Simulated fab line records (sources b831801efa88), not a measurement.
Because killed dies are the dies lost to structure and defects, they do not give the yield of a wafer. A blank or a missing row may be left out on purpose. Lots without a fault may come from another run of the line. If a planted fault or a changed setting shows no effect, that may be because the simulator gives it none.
Code-filled problem report in 8D (eight disciplines) form	flow sky130	the parts of the form that need people (team, actions taken, sign-off) are left out

1. THE ISSUE
Mean of cd_nm at SKY_POLY_GATE_CD_MEAS_13: 107.0 nm across 3 wafers in 3 lots; on wafers with no fault it is 149.8 nm (standard deviation 1.3). Measured from the usual mean, that is -33 standard deviations.
The step: target cd 150 nm.
First seen on wafer L138.2, day 18 09:18, on cd_sem-02. The record has a number at this step for 43 wafers belonging to 15 lots. The rule behind "out" and "out of limits": a value lying over 4 standard deviations away from the usual mean. The other wafers with a number count as sound.

2. WHAT IT IS AND WHAT IT IS NOT
question	is	is not
which readings at this step	cd_nm	-
which lots	L138, L139, L140	L133, L134, L136, L137, L147, L148, L150, L151, L152, L154, L155, L156
which wafers of those lots	L138.2, L139.5, L140.5	L138.6, L139.6, L140.4, L140.6
read on which gauges	cd_sem-01, cd_sem-02	-
when	from day 18 09:18	up to then (13 sound wafers); but 27 sound wafers of L139, L140, L147, L148, L150, L151, L152, L154, L155, L156 came after

3. THE SUSPECTS, EACH WITH WHAT RULES IT OUT
Counting: a tool at a process step up to the reading stays a suspect if it ran every lot that is out. Sound lots after the first of them don't rule it out here, since some wafers of a struck lot are sound.
- ruled out: the gauge at SKY_POLY_GATE_CD_MEAS_13. The wafers that are out were read on 2 gauges (cd_sem-01, cd_sem-02).
- krf_scanner-01 at SKY_POLY_GATE_EXPOSE_10 (exposes mask P1M, target cd 150 nm): kept. It ran every lot that is out, first L138 (day 17 18:36); its last sound lot up to then is L137 (day 17 02:05).
After counting, what remains is krf_scanner-01 at SKY_POLY_GATE_EXPOSE_10.

4. THE CAUSE (what the simulator had put in)
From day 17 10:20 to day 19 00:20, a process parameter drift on krf_scanner-01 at SKY_POLY_GATE_EXPOSE_10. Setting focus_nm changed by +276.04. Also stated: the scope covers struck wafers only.
After counting, this tool was the only one left.

5. THE EFFECT CHAIN, in route order
Each row: a reading whose mean over the struck wafers that have a number lies more than 3 standard deviations from the usual. Scope: only readings with a usual standard deviation given in the record; hours: median across lots of the time from each lot's start at the first step in this table that gives one to its start at this step; sigmas: change in usual standard deviations.
hours	step	reading	usual	on struck wafers	change	sigmas
0	SKY_POLY_GATE_CD_MEAS_13	cd_nm	149.8 nm	107.0	-42.8	-33
688	SKY_PAD_OPEN_PROBE_99	killed_at_front_end	15	417	+402	+84
688	SKY_PAD_OPEN_PROBE_99	killed_dies	86	492	+406	+42
688	SKY_PAD_OPEN_PROBE_99	killed_on_rim	17	96	+79	+19
Its process steps:
- SKY_PAD_OPEN_PROBE_99

6. HOW IT WOULD HAVE BEEN CAUGHT EARLIER
23 hours passed between the start of the fault at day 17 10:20 and the first reading out of limits at a measuring or inspecting step in this record, taken at day 18 09:18.
Among the 3 lots that are out, L140, L139 began SKY_POLY_GATE_EXPOSE_10 on krf_scanner-01 after day 18 09:18. A hold on the tool at that time would have spared those 2.
